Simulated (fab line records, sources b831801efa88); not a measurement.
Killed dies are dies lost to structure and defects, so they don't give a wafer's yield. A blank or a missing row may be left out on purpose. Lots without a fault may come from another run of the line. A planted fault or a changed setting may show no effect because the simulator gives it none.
Chamber matching | flow gf180mcu | GF_CONTACT_CMP_27 on cmp-02: 4 sister chambers
The step polishes, stops on SiO2, t overpolish 15 s, target thk 0 nm. 4 wafers are shown with their chamber, then 11 later ones without.

WAFERS WITH THEIR CHAMBER
wafer  | chamber | motor_current_A (A)
L087.2 | 0       | 11.3
L087.3 | 1       | 12.7
L087.5 | 2       | 10.4
L091.3 | 3       | 10.7

WAFERS WITHOUT THEIR CHAMBER
wafer  | motor_current_A (A)
L091.4 | 12.4
L091.5 | 12.3
L095.2 | 11.8
L095.3 | 11.3
L095.6 | 12.6
L096.3 | 11.5
L096.4 | 10.9
L096.6 | 11.0
L097.1 | 11.1
L097.2 | 12.2
L097.4 | 12.0

WHICH CHAMBER EACH WENT THROUGH
wafer  | from the rows above          | in truth
L091.4 | 1                            | 1
L091.5 | can't be placed: 1 or 0      | 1
L095.2 | can't be placed: 0 or 1 or 3 | 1
L095.3 | can't be placed: 0 or 3      | 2
L095.6 | 1                            | 1
L096.3 | can't be placed: 0 or 3      | 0
L096.4 | can't be placed: 3 or 0 or 2 | 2
L096.6 | can't be placed: 0 or 3 or 2 | 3
L097.1 | can't be placed: 0 or 3 or 2 | 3
L097.2 | can't be placed: 1 or 0      | 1
L097.4 | can't be placed: 0 or 1 or 3 | 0
Placed correctly: 2 of 11. Can't be placed from these rows: 9 (the true chamber is among the candidates in 8). Placed wrongly: 0.
How it was worked out, from the rows above alone: a wafer's distance from a chamber is the root of the sum, over the readings, of the square of ((its reading less the chamber's mean) divided by the reading's scatter). The wafer belongs to the nearest chamber; if the next one is less than 2 further off, it can't be placed. A chamber's mean is the mean of its shown wafers. The scatter: with one shown wafer a chamber, the root of the mean of the squares of how far each hidden wafer lies from its nearest shown one.
